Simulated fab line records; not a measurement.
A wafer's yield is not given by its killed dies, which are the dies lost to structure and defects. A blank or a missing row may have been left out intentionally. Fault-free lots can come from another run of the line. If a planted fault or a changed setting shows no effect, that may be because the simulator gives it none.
A lot that was struck, set against a sound lot	flow sky130	16 steps out of a route of 708
Sound: these wafers, L664.1, L664.4, L664.6. Wafers L673.1, L673.2, L673.3 were the ones struck. Last of all comes the cause.
Order at every step that has rows: each side's tool, ch and its chambers, its first start. Under that, the readings that differ: sound wafers	struck wafers	difference of the means	sigmas: that difference in standard deviations of wafers without a fault.
alike: a reading whose means differ by less than 2 such deviations, as well as words and numbers matching on both sides. not compared: withheld readings; readings where some wafer has no value; bounds like >300 that might hide an equal value; numbers whose values overlap and for which the record gives no deviation.
The two part at a step that has a row with sigmas, a row that says differs or no value, or rows on one side only. Numbers that don't overlap but have no deviation are shown without sigmas and don't part them. A reading missing from all wafers of one side parts the sides only when that side holds two or more wafers.

first, 8 steps without rows for these wafers: SKY_POLY_GATE_DEHYDRATE_05 (time 60 s); SKY_POLY_GATE_HMDS_06 (prime time 60 s); SKY_POLY_GATE_COAT_07 (resist thk 110 nm); SKY_POLY_GATE_COAT_08 (resist thk 450 nm); SKY_POLY_GATE_SOFTBAKE_09 (time 90 s); SKY_POLY_GATE_EXPOSE_10 (exposes mask P1M, target cd 150 nm); SKY_POLY_GATE_PEB_11; SKY_POLY_GATE_DEVELOP_12 (develop time 60 s).
SKY_POLY_GATE_CD_MEAS_13: target cd 150 nm.
  struck on cd-sem-02, day 21 07:22; sound on cd-sem-01, day 17 11:29
reading	sound	struck	difference	sigmas
cd-nm (nm)	150.8 151.9 151.1	149.4 147.1 148.2	-3.0	-2
SKY_POLY_GATE_OVL_MEAS_14:
  struck on overlay-01, day 21 07:29; sound on overlay-02, day 17 11:37
  alike: POLY_GATE_OVL
SKY_POLY_GATE_ETCH_15: etches BARC in N2/H2, stops on SiO2, time 118.5 s, target depth 110 nm.
  sound on rie-diel-03 ch 1,3, day 17 11:39; struck on rie-diel-03 ch 1,2,3, day 21 07:31
  alike: bias-w, chamber-pressure-mTorr, drypump-motor-current-A, oes-product-au, throttle-valve-pct
  not compared: rf-hours-counter-h
SKY_POLY_GATE_ETCH_16: etches Si3N4 in CH3F/O2, stops on poly-Si, time 147.5 s, target depth 75 nm.
  sound on rie-diel-03 ch 1,3, day 17 11:44; struck on rie-diel-03 ch 1,2,3, day 21 07:36
  alike: O2_flow_sccm, bias-w, chamber-pressure-mTorr, drypump-motor-current-A, oes-product-au, throttle-valve-pct
  not compared: rf-hours-counter-h
SKY_POLY_GATE_ETCH_17: etches poly-Si in HBr/Cl2, stops on SiO2, target depth 180 nm, time 70.5 s.
  sound on rie-si-01 ch 0,1, day 17 11:50; struck on rie-si-01 ch 0,1,2, day 21 07:42
  no value came back on the struck wafers for any of 7 readings (HBr_flow_sccm (sccm), bias-w (W) and others); on the sound wafers HBr_flow_sccm (sccm) reads 150.6 149.0 149.5
reading	sound	struck	difference	sigmas
model.KrF-thick_of_POLY_GATE_COAT_08.thk-nm (nm)	141.8 144.7 145.6	236 235.1 236.4	+92	
  not compared: rf-hours-counter-h
SKY_POLY_GATE_STRIP_18: strips in O2/N2.
  sound on plasma-asher-04 ch 0,1, day 17 11:53; struck on plasma-asher-02 ch 0,1, day 21 07:45
reading	sound	struck	difference	sigmas
oes-product-au (a.u.)	0.358 0.365 0.370	0.410 0.399 0.398	+0.038	+8
strip-time-to-endpoint-s (s)	3.188 3.215 3.221	4.206 4.210 4.220	+1.004	+33
  alike: chamber-pressure-mTorr, drypump-motor-current-A
  not compared: rf-hours-counter-h
then, 1 step without rows for these wafers: SKY_POLY_GATE_CLEAN_19 (cleans in SC1/SC2, time 150 s).
-- here the record skips 28 days between the struck wafers' starts before and after, leaving off in module POLY_GATE and picking up in module PAD_OPEN (first step shown: number 708 of the route) --
SKY_PAD_OPEN_PROBE_99:
  the record has rows for the struck wafers here (prober-01, day 49 00:22) and none for the sound ones

## WHERE THEY PART
At SKY_POLY_GATE_CD_MEAS_13 first; at SKY_PAD_OPEN_PROBE_99 last (within this record only).

WHY: what the simulator had put in
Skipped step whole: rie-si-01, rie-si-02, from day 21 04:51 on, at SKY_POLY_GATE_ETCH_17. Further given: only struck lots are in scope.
